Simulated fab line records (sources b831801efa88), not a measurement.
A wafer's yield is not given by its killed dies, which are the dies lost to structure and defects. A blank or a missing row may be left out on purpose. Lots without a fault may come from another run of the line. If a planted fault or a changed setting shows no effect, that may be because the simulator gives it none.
2 desks, one fault + flow sky130 + only its own numbers are on each desk; what lay behind them is given at the end

THE METROLOGY DESK
Means of the sampled wafers that have a number, per lot and without regard to the tool the lot ran on: this is what the gauges read. Any lot whose mean is over 4 standard deviations away from the usual mean is out of limits and marked OUT; that distance is given in the brackets.
Columns: A = VIA4_W_RS at SKY_VIA4_RS_MEAS_19, usual 0.2262 ohm/sq; B = VIA4_W_THK at SKY_VIA4_THK_MEAS_20, usual 517 nm; C = METAL5_ALCU_RS at SKY_METAL5_RS_MEAS_05, usual 0.02706 ohm/sq; D = METAL5_ALCU_THK at SKY_METAL5_THK_MEAS_06, usual 1172 nm
| lot  | first seen here | A      | B   | C       | D    |
|------|-----------------|--------|-----|---------|------|
| L607 | day 43 12:29    | 0.2277 | 517 | 0.02714 | 1154 |
| L608 | day 44 03:25    | 0.2257 | 525 | 0.02698 | 1171 |
| L613 | day 45 03:16    | 0.2246 | 521 | 0.02665 | 1195 |
| L625 | day 48 05:20    | 0.2263 | 514 | 0.02720 | 1180 |
| L626 | day 48 13:21    | 0.2285 | 510 | 0.02679 | 1192 |
This desk's finding: nothing out of limits on any of the 5 lots.

AT THE TOOL OWNER'S DESK: pvd-sputter-01
The tool's own readings at SKY_METAL5_SPUTTER_04 (material TiN, target thk 70 nm, time 58.3 s): means of the sampled wafers that have a number, for each lot that ran on this tool. Any lot whose mean is over 4 standard deviations away from the usual mean is out of limits and marked OUT; that distance is given in the brackets.
Columns: A = throttle-valve-pct at SKY_METAL5_SPUTTER_04, usual 30.1 %
| lot  | first seen here | A    |
|------|-----------------|------|
| L608 | day 44 03:59    | 30.8 |
| L625 | day 48 06:01    | 30.2 |
This desk's finding: nothing out of limits on any of the 2 lots.

PUT TOGETHER
Nothing out of limits was seen by the metrology desk.
The desk of the tool owner found nothing out of limits.

WHAT HAD BEEN PUT IN BY THE SIMULATOR
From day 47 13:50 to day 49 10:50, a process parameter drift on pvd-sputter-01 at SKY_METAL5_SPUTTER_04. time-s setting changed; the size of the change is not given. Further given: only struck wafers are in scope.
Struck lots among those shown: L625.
